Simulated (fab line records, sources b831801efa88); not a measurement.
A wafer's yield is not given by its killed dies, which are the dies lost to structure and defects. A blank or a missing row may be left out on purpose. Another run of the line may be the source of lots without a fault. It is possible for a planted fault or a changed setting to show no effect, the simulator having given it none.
fab line records || flow sky130
record: {"lots": 5, "wafers": 15, "last-day": 49}
route steps=708 shown LDD_P@259 LDD_HVN@267 PAD_OPEN@708
lots that met no fault: from a run of the same line without faults
start-h: the number of hours between the record's first day and the start of the first shown wafer of the lot || wait-h: how many hours have passed since the lot's step before this one || " identical to the entry in the row above || L1.1+2: one row covering several wafers at once || - value missing, or start not given || * or withheld: withheld || < > ~ a bound
route shown NAME@n: names a module that has steps shown in the file, with the first one's number in the route || usual: mean/standard deviation of fault-free wafers || same: alike in all rows || chamber/n: place in a boat || sites: readings site by site || _std_site: the standard deviation of these || _edge_site: inner sites' mean taken away from outer sites' mean || radius-mm: for every site, how far away it sits from the centre of the wafer || mask NAME#n: copy n || behind: tool/chamber where the wafer was last shaped || hold: why the lot went on hold/how many hours it stayed there/how the hold came to an end || device: names the non-switching transistor (n, p or np) || end of line: at the end of the route, the tests of the same wafers || step lacking rows: just its recipe || killed: dies lost to structure and defects at the first sort, not the wafer's yield || map: a wafer's dies, x killed, . not, _ none there
set.NAME: the run value of the setting; set.NAME@STEP: its run value at that earlier step || model.NAME: the simulator's own value behind a step, which no gauge read
certain route steps with their lots: each step a table, each wafer a row
services: a tool's chamber out of use, with start hour (start-h, from the record's first day; less than 0 if before it), hours out, and reason
== steps ==
step: SKY_LDD_P_EXPOSE_04
recipe: {"mask-id": "PSDM", "na": 0.6, "source-shape": "conventional", "sigma-outer": 0.6, "polarization": "unpolarized", "target-cd-nm": 380, "dose-mj": 138}
step: SKY_LDD_P_PEB_05
recipe: {"temp-c": "withheld", "time-s": "*", "resist": "NOVOLAK"}
step: SKY_LDD_P_DEVELOP_06
recipe: {"resist": "NOVOLAK", "developer": "TMAH", "develop-time-s": 60, "dev-temp-c": 23}
step: SKY_LDD_P_CD_MEAS_07
recipe: {"target-cd-nm": 380}
usual: {"cd-nm": "380.3/2.5"}
{"lot.wafer": "L394.2", "tool": "cd-sem-02", "chamber": "-", "start-h": 427.82, "wait-h": 0.1, "cd-nm": 382.6}
{"lot.wafer": "L394.3", "tool": "cd-sem-02", "chamber": "-", "start-h": 427.82, "wait-h": 0.1, "cd-nm": 381.3}
{"lot.wafer": "L394.6", "tool": "cd-sem-02", "chamber": "-", "start-h": 427.82, "wait-h": 0.1, "cd-nm": 380.1}
{"lot.wafer": "L395.2", "tool": "cd-sem-01", "chamber": "-", "start-h": 436.13, "wait-h": 0.1, "cd-nm": 379.4}
{"lot.wafer": "L395.3", "tool": "cd-sem-01", "chamber": "-", "start-h": 436.13, "wait-h": 0.1, "cd-nm": 377.5}
{"lot.wafer": "L395.6", "tool": "cd-sem-01", "chamber": "-", "start-h": 436.13, "wait-h": 0.1, "cd-nm": 377.8}
{"lot.wafer": "L398.1", "tool": "cd-sem-01", "chamber": "-", "start-h": 472.20, "wait-h": 0.1, "cd-nm": 378.2}
{"lot.wafer": "L398.3", "tool": "cd-sem-01", "chamber": "-", "start-h": 472.20, "wait-h": 0.1, "cd-nm": 379.8}
{"lot.wafer": "L398.4", "tool": "cd-sem-01", "chamber": "-", "start-h": 472.20, "wait-h": 0.1, "cd-nm": 378.8}
{"lot.wafer": "L407.2", "tool": "cd-sem-01", "chamber": "-", "start-h": 548.52, "wait-h": 0.1, "cd-nm": 381.7}
{"lot.wafer": "L407.3", "tool": "cd-sem-01", "chamber": "-", "start-h": 548.52, "wait-h": 0.1, "cd-nm": 379.4}
{"lot.wafer": "L407.6", "tool": "cd-sem-01", "chamber": "-", "start-h": 548.52, "wait-h": 0.1, "cd-nm": 381.0}
{"lot.wafer": "L415.2", "tool": "cd-sem-02", "chamber": "-", "start-h": 614.61, "wait-h": 0.1, "cd-nm": 380.4}
{"lot.wafer": "L415.3", "tool": "cd-sem-02", "chamber": "-", "start-h": 614.61, "wait-h": 0.1, "cd-nm": 382.5}
{"lot.wafer": "L415.6", "tool": "cd-sem-02", "chamber": "-", "start-h": 614.61, "wait-h": 0.1, "cd-nm": 382.1}
step: SKY_LDD_P_OVL_MEAS_08
usual: {"LDD_P_OVL": "-0.4/1.4"}
{"lot.wafer": "L394.2", "tool": "overlay-01", "chamber": "-", "start-h": 427.93, "wait-h": 0.1, "LDD_P_OVL[nm]": -1.4}
{"lot.wafer": "L394.3", "tool": "overlay-01", "chamber": "-", "start-h": 427.93, "wait-h": 0.1, "LDD_P_OVL[nm]": -0.8}
{"lot.wafer": "L394.6", "tool": "overlay-01", "chamber": "-", "start-h": 427.93, "wait-h": 0.1, "LDD_P_OVL[nm]": -1.3}
{"lot.wafer": "L395.2", "tool": "overlay-02", "chamber": "-", "start-h": 436.24, "wait-h": 0.1, "LDD_P_OVL[nm]": -0.7}
{"lot.wafer": "L395.3", "tool": "overlay-02", "chamber": "-", "start-h": 436.24, "wait-h": 0.1, "LDD_P_OVL[nm]": -2.5}
{"lot.wafer": "L395.6", "tool": "overlay-02", "chamber": "-", "start-h": 436.24, "wait-h": 0.1, "LDD_P_OVL[nm]": -1.1}
{"lot.wafer": "L398.1", "tool": "overlay-02", "chamber": "-", "start-h": 472.32, "wait-h": 0.1, "LDD_P_OVL[nm]": -0.8}
{"lot.wafer": "L398.3", "tool": "overlay-02", "chamber": "-", "start-h": 472.32, "wait-h": 0.1, "LDD_P_OVL[nm]": -1.5}
{"lot.wafer": "L398.4", "tool": "overlay-02", "chamber": "-", "start-h": 472.32, "wait-h": 0.1, "LDD_P_OVL[nm]": -0.2}
{"lot.wafer": "L407.2", "tool": "overlay-01", "chamber": "-", "start-h": 548.62, "wait-h": 0.1, "LDD_P_OVL[nm]": -1.9}
{"lot.wafer": "L407.3", "tool": "overlay-01", "chamber": "-", "start-h": 548.62, "wait-h": 0.1, "LDD_P_OVL[nm]": -1.9}
{"lot.wafer": "L407.6", "tool": "overlay-01", "chamber": "-", "start-h": 548.62, "wait-h": 0.1, "LDD_P_OVL[nm]": -1.3}
{"lot.wafer": "L415.2", "tool": "overlay-02", "chamber": "-", "start-h": 614.72, "wait-h": 0.1, "LDD_P_OVL[nm]": 1.5}
{"lot.wafer": "L415.3", "tool": "overlay-02", "chamber": "-", "start-h": 614.72, "wait-h": 0.1, "LDD_P_OVL[nm]": 1.8}
{"lot.wafer": "L415.6", "tool": "overlay-02", "chamber": "-", "start-h": 614.72, "wait-h": 0.1, "LDD_P_OVL[nm]": 0.9}
step: SKY_LDD_P_IMPLANT_09
recipe: {"species": "BF2", "energy-kev": 25, "dose-cm2": 1e+13, "tilt-deg": "withheld"}
step: SKY_LDD_P_STRIP_10
recipe: {"chemistry": "O2/N2", "power-w": 1400, "pressure-mtorr": 1500, "platen-temp-c": "withheld", "o2-flow-sccm": 3000, "n2-flow-sccm": 300, "overash-fraction": 0.5}
usual: {"drypump-motor-current-A": "5.5/0.56", "o2-flow-sccm": "2999/9.5", "oes-product-au": "0.716/0.0045", "strip-time-to-endpoint-s": "14.35/0.037"}
{"lot.wafer": "L394.2", "tool": "plasma-asher-04", "chamber": 0, "start-h": 428.11, "wait-h": 0.1, "drypump-motor-current-A": 6.3, "o2-flow-sccm": 3010, "oes-product-au": 0.719, "rf-hours-counter-h": 57, "strip-time-to-endpoint-s": 14.34}
{"lot.wafer": "L394.3", "tool": "plasma-asher-04", "chamber": 1, "start-h": 428.11, "wait-h": 0.1, "drypump-motor-current-A": 5.4, "o2-flow-sccm": 2994, "oes-product-au": 0.724, "rf-hours-counter-h": "-", "strip-time-to-endpoint-s": 14.33}
{"lot.wafer": "L394.6", "tool": "plasma-asher-04", "chamber": 0, "start-h": 428.11, "wait-h": 0.1, "drypump-motor-current-A": 6.4, "o2-flow-sccm": 3023, "oes-product-au": 0.722, "rf-hours-counter-h": "-", "strip-time-to-endpoint-s": 14.35}
{"lot.wafer": "L395.2", "tool": "plasma-asher-04", "chamber": 0, "start-h": 436.42, "wait-h": 0.1, "drypump-motor-current-A": 6.3, "o2-flow-sccm": 2996, "oes-product-au": 0.720, "rf-hours-counter-h": 58, "strip-time-to-endpoint-s": 14.32}
{"lot.wafer": "L395.3", "tool": "plasma-asher-04", "chamber": 1, "start-h": 436.42, "wait-h": 0.1, "drypump-motor-current-A": 5.4, "o2-flow-sccm": 3013, "oes-product-au": 0.715, "rf-hours-counter-h": "-", "strip-time-to-endpoint-s": 14.32}
{"lot.wafer": "L395.6", "tool": "plasma-asher-04", "chamber": 1, "start-h": 436.42, "wait-h": 0.1, "drypump-motor-current-A": 5.4, "o2-flow-sccm": 3013, "oes-product-au": 0.715, "rf-hours-counter-h": "-", "strip-time-to-endpoint-s": 14.38}
{"lot.wafer": "L398.1", "tool": "plasma-asher-01", "chamber": 1, "start-h": 472.50, "wait-h": 0.1, "drypump-motor-current-A": 5.5, "o2-flow-sccm": 2999, "oes-product-au": 0.706, "rf-hours-counter-h": 4, "strip-time-to-endpoint-s": 14.36}
{"lot.wafer": "L398.3", "tool": "plasma-asher-01", "chamber": 0, "start-h": 472.50, "wait-h": 0.1, "drypump-motor-current-A": 5.0, "o2-flow-sccm": 2985, "oes-product-au": 0.718, "rf-hours-counter-h": "-", "strip-time-to-endpoint-s": 14.39}
{"lot.wafer": "L398.4", "tool": "plasma-asher-01", "chamber": 1, "start-h": 472.50, "wait-h": 0.1, "drypump-motor-current-A": 5.5, "o2-flow-sccm": 2993, "oes-product-au": 0.715, "rf-hours-counter-h": "-", "strip-time-to-endpoint-s": 14.33}
{"lot.wafer": "L407.2", "tool": "plasma-asher-04", "chamber": 0, "start-h": 548.80, "wait-h": 0.1, "drypump-motor-current-A": 6.3, "o2-flow-sccm": 2987, "oes-product-au": 0.713, "rf-hours-counter-h": 68, "strip-time-to-endpoint-s": 14.31}
{"lot.wafer": "L407.3", "tool": "plasma-asher-04", "chamber": 0, "start-h": 548.80, "wait-h": 0.1, "drypump-motor-current-A": 6.4, "o2-flow-sccm": 2988, "oes-product-au": 0.710, "rf-hours-counter-h": "-", "strip-time-to-endpoint-s": 14.35}
{"lot.wafer": "L407.6", "tool": "plasma-asher-04", "chamber": 1, "start-h": 548.80, "wait-h": 0.1, "drypump-motor-current-A": 5.4, "o2-flow-sccm": 3002, "oes-product-au": 0.718, "rf-hours-counter-h": "-", "strip-time-to-endpoint-s": 14.29}
{"lot.wafer": "L415.2", "tool": "plasma-asher-03", "chamber": 1, "start-h": 614.90, "wait-h": 0.1, "drypump-motor-current-A": 4.7, "o2-flow-sccm": 2995, "oes-product-au": 0.710, "rf-hours-counter-h": 50, "strip-time-to-endpoint-s": 14.40}
{"lot.wafer": "L415.3", "tool": "plasma-asher-03", "chamber": 0, "start-h": 614.90, "wait-h": 0.1, "drypump-motor-current-A": 5.7, "o2-flow-sccm": 2982, "oes-product-au": 0.716, "rf-hours-counter-h": "-", "strip-time-to-endpoint-s": 14.35}
{"lot.wafer": "L415.6", "tool": "plasma-asher-03", "chamber": 1, "start-h": 614.90, "wait-h": 0.1, "drypump-motor-current-A": 4.7, "o2-flow-sccm": 2991, "oes-product-au": 0.718, "rf-hours-counter-h": "-", "strip-time-to-endpoint-s": 14.41}
step: SKY_LDD_P_TW_MEAS_11
usual: {"LDD_P_TW": "637/7.4"}
{"lot.wafer": "L394.2", "tool": "film-metro-01", "chamber": "-", "start-h": 428.22, "wait-h": 0.1, "LDD_P_TW": 635}
{"lot.wafer": "L394.3", "tool": "film-metro-01", "chamber": "-", "start-h": 428.22, "wait-h": 0.1, "LDD_P_TW": 633}
{"lot.wafer": "L394.6", "tool": "film-metro-01", "chamber": "-", "start-h": 428.22, "wait-h": 0.1, "LDD_P_TW": 632}
{"lot.wafer": "L395.2", "tool": "film-metro-01", "chamber": "-", "start-h": 436.53, "wait-h": 0.1, "LDD_P_TW": 630}
{"lot.wafer": "L395.3", "tool": "film-metro-01", "chamber": "-", "start-h": 436.53, "wait-h": 0.1, "LDD_P_TW": 628}
{"lot.wafer": "L395.6", "tool": "film-metro-01", "chamber": "-", "start-h": 436.53, "wait-h": 0.1, "LDD_P_TW": 635}
{"lot.wafer": "L398.1", "tool": "film-metro-03", "chamber": "-", "start-h": 472.60, "wait-h": 0.1, "LDD_P_TW": 634}
{"lot.wafer": "L398.3", "tool": "film-metro-03", "chamber": "-", "start-h": 472.60, "wait-h": 0.1, "LDD_P_TW": 635}
{"lot.wafer": "L398.4", "tool": "film-metro-03", "chamber": "-", "start-h": 472.60, "wait-h": 0.1, "LDD_P_TW": 634}
{"lot.wafer": "L407.2", "tool": "film-metro-02", "chamber": "-", "start-h": 548.91, "wait-h": 0.1, "LDD_P_TW": 648}
{"lot.wafer": "L407.3", "tool": "film-metro-02", "chamber": "-", "start-h": 548.91, "wait-h": 0.1, "LDD_P_TW": 651}
{"lot.wafer": "L407.6", "tool": "film-metro-02", "chamber": "-", "start-h": 548.91, "wait-h": 0.1, "LDD_P_TW": 651}
{"lot.wafer": "L415.2", "tool": "film-metro-03", "chamber": "-", "start-h": 615.01, "wait-h": 0.1, "LDD_P_TW": 629}
{"lot.wafer": "L415.3", "tool": "film-metro-03", "chamber": "-", "start-h": 615.01, "wait-h": 0.1, "LDD_P_TW": 629}
{"lot.wafer": "L415.6", "tool": "film-metro-03", "chamber": "-", "start-h": 615.01, "wait-h": 0.1, "LDD_P_TW": 631}
step: SKY_LDD_HVN_DEHYDRATE_00
recipe: {"temp-c": 200, "time-s": 60}
step: SKY_LDD_HVN_HMDS_01
recipe: {"prime-time-s": 60, "prime-temp-c": 120}
step: SKY_LDD_HVN_COAT_02
recipe: {"resist": "NOVOLAK", "spin-rpm": 3000, "resist-thk-nm": 300}
step: SKY_LDD_HVN_SOFTBAKE_03
recipe: {"temp-c": 90, "time-s": 60, "resist": "NOVOLAK"}
step: SKY_LDD_HVN_EXPOSE_04
recipe: {"mask-id": "HVNTM", "na": 0.6, "source-shape": "conventional", "sigma-outer": 0.6, "polarization": "unpolarized", "target-cd-nm": 700, "dose-mj": 127}
usual: {"stage-vel-mm-s": "500.01/0.23"}
{"lot.wafer": "L394.2", "tool": "iline-stepper-01", "chamber": 0, "start-h": 443.88, "wait-h": "-", "mask": "HVNTM#0", "stage-vel-mm-s": 499.59}
{"lot.wafer": "L394.3", "tool": "iline-stepper-01", "chamber": 0, "start-h": 443.88, "wait-h": "-", "mask": "HVNTM#0", "stage-vel-mm-s": 499.91}
{"lot.wafer": "L394.6", "tool": "iline-stepper-01", "chamber": 0, "start-h": 443.88, "wait-h": "-", "mask": "HVNTM#0", "stage-vel-mm-s": 499.67}
{"lot.wafer": "L395.2", "tool": "iline-stepper-02", "chamber": 0, "start-h": 452.24, "wait-h": "-", "mask": "HVNTM#0", "stage-vel-mm-s": 500.10}
{"lot.wafer": "L395.3", "tool": "iline-stepper-02", "chamber": 0, "start-h": 452.24, "wait-h": "-", "mask": "HVNTM#0", "stage-vel-mm-s": 500.33}
{"lot.wafer": "L395.6", "tool": "iline-stepper-02", "chamber": 0, "start-h": 452.24, "wait-h": "-", "mask": "HVNTM#0", "stage-vel-mm-s": 500.37}
{"lot.wafer": "L398.1", "tool": "iline-stepper-01", "chamber": 0, "start-h": 488.49, "wait-h": "-", "mask": "HVNTM_R1#0", "stage-vel-mm-s": 500.47}
{"lot.wafer": "L398.3", "tool": "iline-stepper-01", "chamber": 0, "start-h": 488.49, "wait-h": "-", "mask": "HVNTM_R1#0", "stage-vel-mm-s": 500.08}
{"lot.wafer": "L398.4", "tool": "iline-stepper-01", "chamber": 0, "start-h": 488.49, "wait-h": "-", "mask": "HVNTM_R1#0", "stage-vel-mm-s": 500.35}
{"lot.wafer": "L407.2", "tool": "iline-stepper-02", "chamber": 0, "start-h": 563.73, "wait-h": "-", "mask": "HVNTM#0", "stage-vel-mm-s": 499.76}
{"lot.wafer": "L407.3", "tool": "iline-stepper-02", "chamber": 0, "start-h": 563.73, "wait-h": "-", "mask": "HVNTM#0", "stage-vel-mm-s": 499.79}
{"lot.wafer": "L407.6", "tool": "iline-stepper-02", "chamber": 0, "start-h": 563.73, "wait-h": "-", "mask": "HVNTM#0", "stage-vel-mm-s": 500.19}
{"lot.wafer": "L415.2", "tool": "iline-stepper-01", "chamber": 0, "start-h": 629.13, "wait-h": "-", "mask": "HVNTM#0", "stage-vel-mm-s": 500.27}
{"lot.wafer": "L415.3", "tool": "iline-stepper-01", "chamber": 0, "start-h": 629.13, "wait-h": "-", "mask": "HVNTM#0", "stage-vel-mm-s": 500.57}
{"lot.wafer": "L415.6", "tool": "iline-stepper-01", "chamber": 0, "start-h": 629.13, "wait-h": "-", "mask": "HVNTM#0", "stage-vel-mm-s": 499.85}
step: SKY_LDD_HVN_PEB_05
recipe: {"temp-c": "withheld", "time-s": "*", "resist": "NOVOLAK"}
step: SKY_PAD_OPEN_PROBE_99
usual: {"killed_at_M0_to_M3": "43/6.9", "killed_at_M4_up": "3.2/2", "killed-at-contacts": "25/5.1", "killed-at-front-end": "15/4.5", "killed-at-other": "0.2/0.51", "killed-dies": "85/9.5", "killed-on-rim": "16/3.7", "killed-open": "48/6.9", "killed-short": "38/6.7"}
same: {"gross-dies": 492, "killed-at-back-side": 0}
{"lot.wafer": "L394.2", "tool": "prober-02", "chamber": "-", "start-h": 1070.20, "wait-h": 0.1, "killed_at_M0_to_M3": 40, "killed_at_M4_up": 5, "killed-at-contacts": 19, "killed-at-front-end": 13, "killed-at-other": 0, "killed-dies": 77, "killed-on-rim": 12, "killed-open": 46, "killed-short": 31}
{"lot.wafer": "L394.3", "tool": "prober-02", "chamber": "-", "start-h": 1070.25, "wait-h": 0.2, "killed_at_M0_to_M3": 50, "killed_at_M4_up": 1, "killed-at-contacts": 21, "killed-at-front-end": 16, "killed-at-other": 1, "killed-dies": 89, "killed-on-rim": 14, "killed-open": 50, "killed-short": 39}
{"lot.wafer": "L394.6", "tool": "prober-02", "chamber": "-", "start-h": 1070.40, "wait-h": 0.2, "killed_at_M0_to_M3": 47, "killed_at_M4_up": 4, "killed-at-contacts": 31, "killed-at-front-end": 15, "killed-at-other": 0, "killed-dies": 97, "killed-on-rim": 18, "killed-open": 46, "killed-short": 51}
{"lot.wafer": "L395.2", "tool": "prober-01", "chamber": "-", "start-h": 1075.98, "wait-h": 0.1, "killed_at_M0_to_M3": 43, "killed_at_M4_up": 1, "killed-at-contacts": 26, "killed-at-front-end": 8, "killed-at-other": 0, "killed-dies": 78, "killed-on-rim": 10, "killed-open": 51, "killed-short": 27}
{"lot.wafer": "L395.3", "tool": "prober-01", "chamber": "-", "start-h": 1076.03, "wait-h": 0.2, "killed_at_M0_to_M3": 37, "killed_at_M4_up": 3, "killed-at-contacts": 16, "killed-at-front-end": 25, "killed-at-other": 0, "killed-dies": 81, "killed-on-rim": 15, "killed-open": 40, "killed-short": 41}
{"lot.wafer": "L395.6", "tool": "prober-01", "chamber": "-", "start-h": 1076.18, "wait-h": 0.2, "killed_at_M0_to_M3": 42, "killed_at_M4_up": 3, "killed-at-contacts": 19, "killed-at-front-end": 10, "killed-at-other": 2, "killed-dies": 76, "killed-on-rim": 11, "killed-open": 43, "killed-short": 33}
{"lot.wafer": "L398.1", "tool": "prober-02", "chamber": "-", "start-h": 1100.28, "wait-h": 0.1, "killed_at_M0_to_M3": 44, "killed_at_M4_up": 1, "killed-at-contacts": 24, "killed-at-front-end": 11, "killed-at-other": 0, "killed-dies": 80, "killed-on-rim": 20, "killed-open": 52, "killed-short": 28}
{"lot.wafer": "L398.3", "tool": "prober-02", "chamber": "-", "start-h": 1100.38, "wait-h": 0.2, "killed_at_M0_to_M3": 40, "killed_at_M4_up": 5, "killed-at-contacts": 19, "killed-at-front-end": 6, "killed-at-other": 0, "killed-dies": 70, "killed-on-rim": 15, "killed-open": 37, "killed-short": 33}
{"lot.wafer": "L398.4", "tool": "prober-02", "chamber": "-", "start-h": 1100.43, "wait-h": 0.2, "killed_at_M0_to_M3": 45, "killed_at_M4_up": 2, "killed-at-contacts": 15, "killed-at-front-end": 17, "killed-at-other": 1, "killed-dies": 80, "killed-on-rim": 16, "killed-open": 45, "killed-short": 35}
{"lot.wafer": "L407.2", "tool": "prober-01", "chamber": "-", "start-h": 1150.06, "wait-h": 0.1, "killed_at_M0_to_M3": 43, "killed_at_M4_up": 1, "killed-at-contacts": 16, "killed-at-front-end": 17, "killed-at-other": 0, "killed-dies": 77, "killed-on-rim": 7, "killed-open": 44, "killed-short": 33}
{"lot.wafer": "L407.3", "tool": "prober-01", "chamber": "-", "start-h": 1150.11, "wait-h": 0.2, "killed_at_M0_to_M3": 37, "killed_at_M4_up": 6, "killed-at-contacts": 32, "killed-at-front-end": 14, "killed-at-other": 0, "killed-dies": 89, "killed-on-rim": 11, "killed-open": 53, "killed-short": 36}
{"lot.wafer": "L407.6", "tool": "prober-01", "chamber": "-", "start-h": 1150.26, "wait-h": 0.2, "killed_at_M0_to_M3": 43, "killed_at_M4_up": 3, "killed-at-contacts": 19, "killed-at-front-end": 16, "killed-at-other": 1, "killed-dies": 82, "killed-on-rim": 18, "killed-open": 54, "killed-short": 28}
{"lot.wafer": "L415.2", "tool": "prober-01", "chamber": "-", "start-h": 1187.33, "wait-h": 0.1, "killed_at_M0_to_M3": 45, "killed_at_M4_up": 2, "killed-at-contacts": 29, "killed-at-front-end": 17, "killed-at-other": 0, "killed-dies": 93, "killed-on-rim": 12, "killed-open": 54, "killed-short": 39}
{"lot.wafer": "L415.3", "tool": "prober-01", "chamber": "-", "start-h": 1187.38, "wait-h": 0.2, "killed_at_M0_to_M3": 35, "killed_at_M4_up": 3, "killed-at-contacts": 26, "killed-at-front-end": 20, "killed-at-other": 0, "killed-dies": 84, "killed-on-rim": 13, "killed-open": 51, "killed-short": 33}
{"lot.wafer": "L415.6", "tool": "prober-01", "chamber": "-", "start-h": 1187.53, "wait-h": 0.2, "killed_at_M0_to_M3": 48, "killed_at_M4_up": 3, "killed-at-contacts": 28, "killed-at-front-end": 8, "killed-at-other": 0, "killed-dies": 87, "killed-on-rim": 11, "killed-open": 46, "killed-short": 41}
killed by level:class
L394.2 VIA3:geometric-particle:open=8 VIA1:geometric-particle:open=8 CONTACT:geometric-particle:open=7 VIA2:geometric-particle:open=7 CONTACT:geometric-particle:short=6 VIA3:geometric-particle:short=4 FIELD_ISO:geometric-particle:open=3 FIELD_ISO:geometric-particle:short=3
L394.3 VIA3:geometric-particle:open=10 VIA1:geometric-particle:open=9 METAL1:geometric-particle:short=8 LI_CONTACT:geometric-particle:open=7 VIA1:geometric-particle:short=7 CONTACT:geometric-particle:open=6 VIA2:geometric-particle:open=5 FIELD_ISO:geometric-particle:open=4
L394.6 VIA1:geometric-particle:open=12 VIA3:geometric-particle:open=10 VIA1:geometric-particle:short=9 LI_CONTACT:geometric-particle:short=8 CONTACT:geometric-particle:short=7 FIELD_ISO:geometric-particle:open=6 LI_CONTACT:geometric-particle:open=6 CONTACT:geometric-particle:open=6
L395.2 VIA1:geometric-particle:open=12 CONTACT:geometric-particle:open=10 LI_CONTACT:geometric-particle:open=8 VIA3:geometric-particle:open=8 VIA2:geometric-particle:open=6 METAL1:geometric-particle:short=5 METAL2:geometric-particle:short=5 POLY_GATE:geometric-particle:open=3
L395.3 VIA1:geometric-particle:open=11 FIELD_ISO:geometric-particle:short=6 POLY_GATE:geometric-particle:short=6 FIELD_ISO:geometric-particle:open=5 POLY_GATE:geometric-particle:open=5 CONTACT:geometric-particle:open=5 VIA2:geometric-particle:open=5 METAL2:geometric-particle:short=4
L395.6 VIA1:geometric-particle:open=10 METAL1:geometric-particle:short=7 VIA2:geometric-particle:open=7 CONTACT:geometric-particle:open=6 LI_CONTACT:geometric-particle:open=5 LOCAL_INTERCONNECT:geometric-particle:short=4 VIA1:geometric-particle:short=3 METAL2:geometric-particle:short=3
L398.1 VIA1:geometric-particle:open=11 VIA3:geometric-particle:open=11 LI_CONTACT:geometric-particle:open=9 METAL1:geometric-particle:short=7 CONTACT:geometric-particle:open=6 FIELD_ISO:geometric-particle:open=5 VIA2:geometric-particle:open=5 VIA1:geometric-particle:short=5
L398.3 METAL2:geometric-particle:short=7 VIA3:geometric-particle:open=7 CONTACT:geometric-particle:short=6 VIA1:geometric-particle:open=6 VIA2:geometric-particle:open=6 LI_CONTACT:geometric-particle:open=5 METAL1:geometric-particle:short=5 CONTACT:geometric-particle:open=4
L398.4 VIA1:geometric-particle:open=10 FIELD_ISO:geometric-particle:open=8 LI_CONTACT:geometric-particle:open=8 VIA3:geometric-particle:open=8 VIA1:geometric-particle:short=7 METAL2:geometric-particle:short=6 FIELD_ISO:geometric-particle:short=4 METAL1:geometric-particle:short=4
L407.2 VIA1:geometric-particle:open=12 VIA3:geometric-particle:open=7 VIA1:geometric-particle:short=7 CONTACT:geometric-particle:open=6 CONTACT:geometric-particle:short=5 SPACER:geometric-particle:open=4 FIELD_ISO:geometric-particle:open=3 METAL1:geometric-particle:short=3
L407.3 CONTACT:geometric-particle:open=11 VIA1:geometric-particle:open=10 LI_CONTACT:geometric-particle:open=8 CONTACT:geometric-particle:short=6 VIA2:geometric-particle:open=6 LOCAL_INTERCONNECT:geometric-particle:short=5 VIA3:geometric-particle:open=5 FIELD_ISO:geometric-particle:open=4
L407.6 VIA1:geometric-particle:open=12 VIA1:geometric-particle:short=8 VIA3:geometric-particle:open=8 CONTACT:geometric-particle:open=6 VIA2:geometric-particle:open=6 FIELD_ISO:geometric-particle:short=4 LI_CONTACT:geometric-particle:open=4 FIELD_ISO:geometric-particle:open=3
L415.2 LI_CONTACT:geometric-particle:open=10 VIA1:geometric-particle:open=9 VIA2:geometric-particle:open=8 METAL2:geometric-particle:short=7 VIA3:geometric-particle:open=7 CONTACT:geometric-particle:short=6 CONTACT:geometric-particle:open=6 POLY_GATE:geometric-particle:open=5
L415.3 CONTACT:geometric-particle:open=11 LI_CONTACT:geometric-particle:open=7 FIELD_ISO:geometric-particle:open=5 POLY_GATE:geometric-particle:short=5 METAL2:geometric-particle:open=5 VIA1:geometric-particle:open=5 VIA2:geometric-particle:short=5 VIA2:geometric-particle:open=5
L415.6 VIA3:geometric-particle:open=10 CONTACT:geometric-particle:open=9 VIA2:geometric-particle:open=9 METAL3:geometric-particle:short=7 CONTACT:geometric-particle:short=7 LI_CONTACT:geometric-particle:open=5 METAL1:geometric-particle:short=5 VIA1:geometric-particle:open=5
== services ==
{"tool": "iline-stepper-02", "chamber": "-", "start-h": 407.36, "hours": 1.7, "kind": "pm"}
{"tool": "plasma-asher-04", "chamber": "-", "start-h": 407.49, "hours": 2.8, "kind": "pm"}
{"tool": "iline-stepper-01", "chamber": "-", "start-h": 414.45, "hours": 1.7, "kind": "pm"}
{"tool": "plasma-asher-01", "chamber": "-", "start-h": 421.25, "hours": 9.0, "kind": "pm"}
{"tool": "plasma-asher-01", "chamber": 0, "start-h": 421.25, "hours": 9.0, "kind": "vent-cycle"}
{"tool": "plasma-asher-01", "chamber": 1, "start-h": 421.25, "hours": 9.0, "kind": "vent-cycle"}
{"tool": "plasma-asher-01", "chamber": 0, "start-h": 430.25, "hours": "-", "kind": "clean"}
{"tool": "plasma-asher-01", "chamber": 1, "start-h": 430.25, "hours": "-", "kind": "clean"}
{"tool": "iline-stepper-02", "chamber": "-", "start-h": 438.34, "hours": 3.4, "kind": "repair"}
{"tool": "plasma-asher-03", "chamber": "-", "start-h": 463.79, "hours": 1.7, "kind": "repair"}
{"tool": "plasma-asher-03", "chamber": "-", "start-h": 471.92, "hours": 1.0, "kind": "repair"}
{"tool": "plasma-asher-04", "chamber": "-", "start-h": 490.14, "hours": 3.5, "kind": "repair"}
{"tool": "plasma-asher-03", "chamber": "-", "start-h": 496.46, "hours": 1.6, "kind": "repair"}
{"tool": "iline-stepper-02", "chamber": "-", "start-h": 501.20, "hours": 7.1, "kind": "repair"}
{"tool": "plasma-asher-01", "chamber": "-", "start-h": 518.74, "hours": 0.4, "kind": "repair"}
{"tool": "iline-stepper-01", "chamber": "-", "start-h": 535.03, "hours": 6.5, "kind": "repair"}
{"tool": "iline-stepper-02", "chamber": "-", "start-h": 625.45, "hours": 1.7, "kind": "pm"}
== key ==
first-sign: {"step": "SKY_LDD_HVN_EXPOSE_04", "reading": "mask", "direction": "changed"}
effect none on later readings
met-at SKY_LDD_HVN_EXPOSE_04
struck-wafers L398.1,L398.3,L398.4
tester-left-out L398
onset-between 443.88 488.49
fault: {"kind": "wrong-mask", "tool": "any", "chamber": "-", "onset-h": 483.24, "steps": "SKY_LDD_HVN_EXPOSE_04", "aux-copy": "HVNTM_R1#0", "cd-offset-nm": 105, "scope": "struck-lots-only"}
tester-left-out: of these lots the tester's yield and bins aren't shown, on N5 and GAA mostly nor the transistor test; their killed dies are dies lost to structure and defects alone, not to doping, threshold or leakage, so they don't give the yield
